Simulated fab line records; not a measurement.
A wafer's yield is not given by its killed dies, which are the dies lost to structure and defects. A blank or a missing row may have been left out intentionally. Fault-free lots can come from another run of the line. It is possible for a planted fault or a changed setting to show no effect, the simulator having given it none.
A lot that was struck, set against a sound lot | flow sky130 | 15 out of 708 route steps
Sound: the wafers L378.1, L378.2, L378.3. Struck: wafers L387.2, L387.3. At the end, the cause is stated.
For every step that has rows: the tool of each side, followed by ch and its chambers, followed by its first start. Under that, the readings that differ: sound wafers | struck wafers | difference of the means | sigmas: that difference in standard deviations of wafers without a fault.
alike: readings whose means differ by less than 2 such deviations, and words and numbers that are the same on both sides. not compared: withheld readings, readings that some wafer has no value for, bounds like >300 that may hide the same value, and numbers for which the record gives no deviation and whose values overlap.
Wherever a step has rows on one side only, a row that says differs or no value, or a row with sigmas, the two part there. Non-overlapping numbers with no deviation appear without sigmas and do not part them. Lack of a reading on every wafer of one side parts them only where that side has two or more wafers.

SKY_METAL2_THK_MEAS_06: measures by xrf.
  sound: film_metro-02 at day 35 20:41; struck: film_metro-03 at day 39 04:39
  alike: METAL2_ALCU_THK
then, 8 steps without rows for these wafers: SKY_METAL2_DEHYDRATE_07 (time 60 s); SKY_METAL2_HMDS_08 (prime time 60 s); SKY_METAL2_COAT_09 (resist thk 60 nm); SKY_METAL2_COAT_10 (resist thk 450 nm); SKY_METAL2_SOFTBAKE_11 (time 90 s); SKY_METAL2_EXPOSE_12 (exposes mask MM2, target cd 140 nm); SKY_METAL2_PEB_13; SKY_METAL2_DEVELOP_14 (develop time 60 s).
SKY_METAL2_CD_MEAS_15 targets a cd of 140 nm.
  sound: cd_sem-01 at day 36 23:35; struck: cd_sem-02 at day 40 06:26
  reading    | sound             | struck      | difference | sigmas
  cd_nm (nm) | 144.0 141.9 143.4 | 138.5 138.9 | -4.4       | -3
SKY_METAL2_OVL_MEAS_16:
  sound: overlay-02 at day 36 23:42; struck: overlay-02 at day 40 06:33
  alike: METAL2_OVL
SKY_METAL2_DESCUM_17: chemistry O2, time 8 s.
  sound on rie_metal-04 ch 0,1, day 36 23:44; struck on rie_metal-02 ch 0, day 40 06:35
  alike: chamber_pressure_mTorr, drypump_motor_current_A, oes_product_au, rf_fwd_power_W, temp_c
  not compared: rf_hours_counter_h
SKY_METAL2_ETCH_18: etches BARC in N2/H2, stops on SiO2, time 45.9 s, target depth 60 nm.
  sound on rie_metal-04 ch 0,1, day 36 23:46; struck on rie_metal-02 ch 0, day 40 06:37
  no value came back on the struck wafers for bias_w (W), rf_fwd_power_W (W); on the sound wafers bias_w (W) reads 100.0 99.6 99.8
  reading                                       | sound                | struck        | difference | sigmas
  oes_product_au (a.u.)                         | 0.857 0.860 0.849    | 0.981 0.985   | +0.128     | +25
  run_length_s (s)                              | 75.0 73.6 74.2       | 68.4 68.1     | -6.0       | -11
  throttle_valve_pct (%)                        | 13.229 13.208 13.203 | 13.239 13.237 | +0.025     | +3
  model.KrF-thick_of_METAL2_COAT_10.thk_nm (nm) | 394.9 393.7 394.8    | 397.9 397.9   | +3.4       |
  alike: chamber_pressure_mTorr, drypump_motor_current_A
  not compared: rf_hours_counter_h
SKY_METAL2_METAL_ETCH_19: etches the open film in Cl2/BCl3, stops on SiO2, target depth 360 nm, time 78 s.
  sound on rie_metal-04 ch 0,1, day 36 23:50; struck on rie_metal-02 ch 0, day 40 06:40
  alike: bias_w, chamber_pressure_mTorr, drypump_motor_current_A, mfc_cl2_sccm, oes_product_au, rf_fwd_power_W, run_length_s, throttle_valve_pct
  not compared: rf_hours_counter_h
SKY_PAD_OPEN_PROBE_99:
  rows exist in the record for the sound wafers here (prober-01, day 47 12:49), none for the struck ones

## WHERE THEY PART
At SKY_METAL2_CD_MEAS_15 first; at SKY_PAD_OPEN_PROBE_99 last (within this record only).

WHY: what had been put in by the simulator
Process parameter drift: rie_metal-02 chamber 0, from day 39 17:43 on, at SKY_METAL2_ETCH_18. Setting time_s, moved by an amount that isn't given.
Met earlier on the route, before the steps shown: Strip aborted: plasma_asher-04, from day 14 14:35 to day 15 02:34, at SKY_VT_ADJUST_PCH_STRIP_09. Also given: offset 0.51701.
